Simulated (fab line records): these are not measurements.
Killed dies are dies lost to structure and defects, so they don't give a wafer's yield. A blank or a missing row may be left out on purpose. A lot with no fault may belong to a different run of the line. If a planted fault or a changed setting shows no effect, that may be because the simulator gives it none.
Commonality check across tools + flow sky130 + 39 wafers sampled across 12 lots

== REASON IT WAS OPENED ==
1 of 12 lots carry a flag on the reading LDD_HVN_TW at SKY_LDD_HVN_TW_MEAS_10. Wafers without a fault read 1455, standard deviation 7.2.
Rule: flag the lot when none of its wafers has a number, or when each of its wafers that has one lies beyond 4 standard deviations from that mean. The rest of the lots are taken to be sound.

| lot  | measured     | on            | LDD_HVN_TW, wafer by wafer | flag    |
|------|--------------|---------------|----------------------------|---------|
| L496 | day 19 17:39 | film metro-04 | 1455 1458 1447             |         |
| L501 | day 22 06:50 | film metro-02 | 31 31 31 31 31 31          | FLAGGED |
| L507 | day 24 08:14 | film metro-02 | 1434 1433 1446             |         |
| L509 | day 24 20:40 | film metro-03 | 1449 1454 1455             |         |
| L510 | day 25 05:25 | film metro-04 | 1458 1456 1452             |         |
| L511 | day 25 18:10 | film metro-03 | 1462 1467 1460             |         |
| L513 | day 26 11:50 | film metro-04 | 1466 1471 1459             |         |
| L514 | day 26 12:32 | film metro-04 | 1462 1460 1464             |         |
| L516 | day 27 03:41 | film metro-04 | 1458 1459 1459             |         |
| L517 | day 27 09:14 | film metro-04 | 1463 1461 1453             |         |
| L518 | day 27 22:07 | film metro-02 | 1450 1453 1441             |         |
| L519 | day 29 13:15 | film metro-04 | 1455 1461 1462             |         |
The numbers of the flagged lots are 31 on average: -1424 against the usual, or -99 or more standard deviations.

== EACH LOT AND THE TOOL IT RAN ON ==
The record keeps 1 process step preceding the reading, out of 708 steps on the route. Read each cell as the tool, then ch plus the chambers that the sampled wafers visited, then the start.
| lot  | flag    | SKY_LDD_HVN_EXPOSE_04               |
|------|---------|-------------------------------------|
| L496 |         | iline stepper-02 ch 0, day 19 03:11 |
| L501 | FLAGGED | iline stepper-01 ch 0, day 21 16:25 |
| L507 |         | iline stepper-01 ch 0, day 23 17:14 |
| L509 |         | iline stepper-01 ch 0, day 24 06:20 |
| L510 |         | iline stepper-02 ch 0, day 24 14:00 |
| L511 |         | iline stepper-01 ch 0, day 25 03:13 |
| L513 |         | iline stepper-01 ch 0, day 25 21:25 |
| L514 |         | iline stepper-01 ch 0, day 25 21:51 |
| L516 |         | iline stepper-02 ch 0, day 26 12:52 |
| L517 |         | iline stepper-01 ch 0, day 26 19:11 |
| L518 |         | iline stepper-01 ch 0, day 27 06:40 |
| L519 |         | iline stepper-01 ch 0, day 28 23:17 |
What the steps here do:
- SKY_LDD_HVN_EXPOSE_04: exposes mask HVNTM, target cd 700 nm.
- SKY_LDD_HVN_TW_MEAS_10

== FLAGGED OVER TOTAL, TOOL BY TOOL (the gauges that took the reading come last) ==
| step                   | tool             | lots run | flagged | share of the flagged lots | sound lots run after its first flagged lot  |
|------------------------|------------------|----------|---------|---------------------------|---------------------------------------------|
| SKY_LDD_HVN_EXPOSE_04  | iline stepper-01 | 9        | 1       | all                       | 8 (L507,L509,L511,L513,L514,L517,L518,L519) |
| SKY_LDD_HVN_EXPOSE_04  | iline stepper-02 | 3        | 0       | none                      | -                                           |
| SKY_LDD_HVN_TW_MEAS_10 | film metro-02    | 3        | 1       | all                       | 2 (L507,L518)                               |
| SKY_LDD_HVN_TW_MEAS_10 | film metro-03    | 2        | 0       | none                      | -                                           |
| SKY_LDD_HVN_TW_MEAS_10 | film metro-04    | 7        | 0       | none                      | -                                           |

== WHAT THE TABLE PERMITS ==
Every flagged lot went through 2 rows of the table: iline stepper-01 at SKY_LDD_HVN_EXPOSE_04 and film metro-02 at SKY_LDD_HVN_TW_MEAS_10.
- iline stepper-01 at SKY_LDD_HVN_EXPOSE_04 ran 9 lots, 1 of them flagged. Lots that were sound ran on it after the first flagged one (L507, L509, L511, L513, L514, L517, L518, L519); a persistent fault on the entire tool would not allow that.
- film metro-02 at SKY_LDD_HVN_TW_MEAS_10 ran 3 lots, 1 of them flagged. Lots that were sound ran on it after the first flagged one (L507, L518); a persistent fault on the entire tool would not allow that.
Every row of the table either missed a flagged lot or ran a sound lot after the first.

== WHAT WAS PUT IN BY THE SIMULATOR ==
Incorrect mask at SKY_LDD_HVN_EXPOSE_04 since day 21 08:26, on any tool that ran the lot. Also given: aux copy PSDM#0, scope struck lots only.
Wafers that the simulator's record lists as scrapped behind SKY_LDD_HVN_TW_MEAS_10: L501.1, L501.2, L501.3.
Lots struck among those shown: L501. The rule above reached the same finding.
